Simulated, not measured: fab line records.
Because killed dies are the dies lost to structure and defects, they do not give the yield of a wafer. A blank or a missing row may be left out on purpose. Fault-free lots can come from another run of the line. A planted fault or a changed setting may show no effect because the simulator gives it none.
One fault through the eyes of 2 desks | flow gf180mcu | each desk holds nothing but its own numbers, with what lay behind them at the end

DESK OF THE TOOL OWNER: implanter-02
GF_NSD_IMPLANT_10, tool's own readings: per-lot mean of the sampled wafers with a number, covering each lot this tool ran. A lot is out of limits, marked OUT, if its mean lies more than 4 standard deviations from the usual mean; the brackets give that distance.
Columns: A = doseIonsCm2 at GF_NSD_IMPLANT_10, usual 5e+14; B = faradayCurrentUA at GF_NSD_IMPLANT_10, usual 2797
lot  | first seen here | A                       | B
L422 | day 15 14:23    | 5e+14                   | 2822
L423 | day 15 20:23    | 4e+14 (-99 or more) OUT | 2414 (-7.5) OUT
L424 | day 16 00:28    | 4e+14 (-99 or more) OUT | 2402 (-7.7) OUT
L434 | day 19 20:45    | 5e+14                   | 2802
L439 | day 21 13:28    | 5e+14                   | 2814
This desk finds L423, L424 out of limits, L423 being first, at day 15 20:23 (doseIonsCm2 at GF_NSD_IMPLANT_10). L422, L434, L439: within limits.

THE METROLOGY DESK
Means of the sampled wafers that have a number, per lot and without regard to the tool the lot ran on: this is what the gauges read. A lot is out of limits, marked OUT, if its mean lies more than 4 standard deviations from the usual mean; the brackets give that distance.
Columns: A = NSD_RS at GF_PSD_RS_MEAS_14, usual 46.14 ohm/sq
lot  | first seen here | A
L420 | day 15 08:12    | 46.16
L422 | day 16 12:59    | 46.16
L423 | day 16 19:01    | 47.13 (+12) OUT
L424 | day 16 22:32    | 47.14 (+12) OUT
L427 | day 17 22:29    | 46.15
L428 | day 18 07:32    | 46.10
L431 | day 20 00:28    | 46.06
L435 | day 20 21:11    | 46.08
L434 | day 20 22:24    | 46.23
L436 | day 21 21:11    | 46.20
L438 | day 22 01:14    | 46.16
L439 | day 22 13:29    | 45.98
Per this desk, out of limits: L423, L424; the first was L423, day 16 19:01 (NSD_RS at GF_PSD_RS_MEAS_14). L420, L422, L427, L428, L431, L435, L434, L436, L438, L439: within limits.

BROUGHT TOGETHER
The tool owner's desk had the chance to raise an alarm at day 15 20:23 on L423, L424.
At day 16 19:01 the metrology desk could have sounded an alarm, on L423, L424.
On implanter-02, each named lot ran GF_NSD_IMPLANT_10.

WHAT WAS PUT IN BY THE SIMULATOR
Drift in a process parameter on implanter-02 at GF_NSD_IMPLANT_10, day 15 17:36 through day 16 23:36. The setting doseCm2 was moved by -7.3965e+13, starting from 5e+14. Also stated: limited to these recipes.
Lots struck among those shown: L423, L424.
Delay (hours) between the fault's onset and each desk's first out-of-limits reading: 3 at the tool owner's desk, 25 at the metrology desk.
